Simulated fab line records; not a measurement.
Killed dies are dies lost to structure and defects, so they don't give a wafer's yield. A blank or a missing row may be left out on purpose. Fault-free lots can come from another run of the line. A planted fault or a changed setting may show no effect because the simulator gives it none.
The same fault as seen by 2 desks | flow gf180mcu | each desk holds nothing but its own numbers, with what lay behind them at the end

AT THE TOOL OWNER'S DESK: wetBench-02
The tool's own readings at GF_PSD_CLEAN_12 (cleans in SC1/SC2, time 150 s): means of the sampled wafers that have a number, for each lot that ran on this tool. Marked OUT: a lot whose mean sits more than 4 standard deviations from the usual mean, which makes it out of limits; the brackets give that distance.
Columns: A = tempC at GF_PSD_CLEAN_12, usual 70.02 C
lot  | first seen here | A
L891 | day 14 05:25    | 70.07
L892 | day 14 07:34    | 70.09
L893 | day 15 02:19    | 69.99
L895 | day 15 22:10    | 69.99
L902 | day 18 02:46    | 70.09
L903 | day 18 10:01    | 70.03
L904 | day 18 17:18    | 69.92
L911 | day 21 06:27    | 69.95
Result from this desk: across the 8 lots, nothing is out of limits.

FROM THE METROLOGY DESK
What the gauges read for every lot (on any tool): the sampled wafers with a number, averaged. Marked OUT: a lot whose mean sits more than 4 standard deviations from the usual mean, which makes it out of limits; the brackets give that distance.
Columns: A = TOP_METAL_ALCU_RS at GF_TOP_METAL_RS_MEAS_05, usual 0.0326 ohm/sq
lot  | first seen here | A
L891 | day 27 03:18    | 0.0338
L892 | day 27 09:23    | 0.0327
L893 | day 27 22:13    | 0.0334
L894 | day 28 13:04    | 0.0330
L895 | day 28 17:07    | 0.0325
L896 | day 28 22:29    | 0.0329
L897 | day 29 08:17    | 0.0332
L902 | day 30 14:26    | 0.0328
L903 | day 30 23:52    | 0.0330
L904 | day 31 04:06    | 0.0329
L907 | day 32 00:14    | 0.0318
L911 | day 32 20:16    | 0.0324
L912 | day 33 07:53    | 0.0338
L913 | day 33 11:49    | 0.0322
Result from this desk: across the 14 lots, nothing is out of limits.

BROUGHT TOGETHER
The desk of the tool owner found nothing out of limits.
Nothing out of limits was seen by the metrology desk.

WHAT THE SIMULATOR HAD PUT IN
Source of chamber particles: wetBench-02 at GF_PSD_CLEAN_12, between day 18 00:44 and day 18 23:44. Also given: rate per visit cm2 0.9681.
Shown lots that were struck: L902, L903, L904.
